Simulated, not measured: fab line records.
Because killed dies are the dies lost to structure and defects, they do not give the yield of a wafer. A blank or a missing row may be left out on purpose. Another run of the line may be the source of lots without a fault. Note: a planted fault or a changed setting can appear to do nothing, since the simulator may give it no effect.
Struck lot and sound lot, side by side ; flow sky130 ; 21 out of 708 route steps
Sound: these wafers, L313.3, L313.4, L313.6. Struck: wafer L323.6 (left out: L323.2, L323.4 of the same lot, which were not struck); the cause appears at the end.
For every step that has rows: the tool of each side, followed by ch and its chambers, followed by its first start. Under that, the readings that differ: sound wafers ; struck wafers ; difference of the means ; sigmas: that difference in standard deviations of wafers without a fault.
alike: a reading whose means differ by less than 2 such deviations, as well as words and numbers matching on both sides. not compared: withheld readings; readings where some wafer has no value; bounds like >300 that might hide an equal value; numbers whose values overlap and for which the record gives no deviation.
The two part at a step that has a row with sigmas, a row that says differs or no value, or rows on one side only. Non-overlapping numbers with no deviation appear without sigmas and do not part them. A reading missing from all wafers of one side parts the sides only when that side holds two or more wafers.

first, 4 steps without rows for these wafers: SKY_METAL2_STRIP_21 (strips in post etch residue remover, time 1200 s); SKY_METAL2_CLEAN_22 (cleans in IPA, time 180 s); SKY_METAL2_CLEAN_23 (cleans in O3/DIW); SKY_VIA2_HDPCVD_00 (deposits SiO2, target thk 1180 nm, time 196.7 s).
SKY_VIA2_THK_MEAS_01:
  sound: film_metro-04 at day 36 14:22; struck: film_metro-04 at day 39 14:04
  alike: VIA2_HDPCVD_THK
SKY_VIA2_CMP_02: polishes SiO2.
  sound on cmp-01 ch 0,1, day 36 14:24; struck on cmp-02 ch 2, day 39 14:07
  alike: motor_current_A, slurry_flow_ml_min
SKY_VIA2_BOW_MEAS_03:
  sound: film_metro-03 at day 36 14:44; struck: film_metro-03 at day 39 14:26
  alike: VIA2_BOW
then, 5 steps without rows for these wafers: SKY_VIA2_DEHYDRATE_04 (time 60 s); SKY_VIA2_HMDS_05 (prime time 60 s); SKY_VIA2_COAT_06 (resist thk 60 nm); SKY_VIA2_COAT_07 (resist thk 450 nm); SKY_VIA2_SOFTBAKE_08 (time 90 s).
SKY_VIA2_EXPOSE_09: exposes mask VIM2, target cd 200 nm.
  sound on krf_scanner-02 ch 0, day 37 03:56; struck on krf_scanner-01 ch 0, day 40 03:08
  alike: mask, focus_offset_nm
then, 2 steps without rows for these wafers: SKY_VIA2_PEB_10; SKY_VIA2_DEVELOP_11 (develop time 60 s).
SKY_VIA2_CD_MEAS_12 targets a cd of 200 nm.
  sound: cd_sem-02 at day 37 16:57; struck: cd_sem-01 at day 40 14:46
reading;sound;struck;difference;sigmas
cd_nm (nm);201.9 201.8 200.2;176.5;-24.8;-19
SKY_VIA2_OVL_MEAS_13:
  sound: overlay-02 at day 37 17:02; struck: overlay-01 at day 40 14:52
  alike: VIA2_OVL
SKY_VIA2_ETCH_14: etches BARC in N2/H2, stops on SiO2, time 45.9 s, target depth 60 nm.
  sound on rie_diel-04 ch 1,2,3, day 37 17:04; struck on rie_diel-03 ch 0, day 40 14:54
reading;sound;struck;difference;sigmas
oes_product_au (a.u.);0.860 0.858 0.856;0.844;-0.014;-3
model.VIA2.cd_nm (nm);202.1 201.9 200.3;177.8;-23.6;
  alike: chamber_pressure_mTorr, drypump_motor_current_A, throttle_valve_pct
  not compared: rf_hours_counter_h
SKY_VIA2_ETCH_15: etches SiO2 in C4F8/O2/Ar, stops on TiN, target depth 546 nm, time 84 s.
  sound on rie_diel-04 ch 1,2,3, day 37 17:07; struck on rie_diel-03 ch 0, day 40 14:56
reading;sound;struck;difference;sigmas
model.VIA2.cd_nm (nm);203.4 204.1 193.9;176.2;-24.3;
  alike: chamber_pressure_mTorr, oes_product_au
  not compared: rf_hours_counter_h
SKY_VIA2_STRIP_16: strips in O2/N2.
  sound on plasma_asher-02 ch 0,1, day 37 17:12; struck on plasma_asher-04 ch 1, day 40 15:01
  alike: chamber_pressure_mTorr, drypump_motor_current_A, oes_product_au, strip_time_to_endpoint_s
  not compared: rf_hours_counter_h
-- the record jumps here: 9 days lie between the struck wafers' starts before and after (it left off in module VIA2 and takes up again in module PAD_OPEN, whose first step shown is number 708 of the route) --
SKY_PAD_OPEN_PROBE_99:
  sound: prober-02 at day 46 22:38; struck: prober-01 at day 49 05:37
reading;sound;struck;difference;sigmas
model.etest.via2_chain.rc_ohm;9.748 9.767 10.86;12.7;+2.6;

## WHERE THEY PART
First at SKY_VIA2_CD_MEAS_12; last, within this record, at SKY_VIA2_ETCH_14. Later steps at which nothing parts them and some readings are alike: SKY_VIA2_ETCH_15, SKY_VIA2_STRIP_16.

WHY: the cause the simulator had injected
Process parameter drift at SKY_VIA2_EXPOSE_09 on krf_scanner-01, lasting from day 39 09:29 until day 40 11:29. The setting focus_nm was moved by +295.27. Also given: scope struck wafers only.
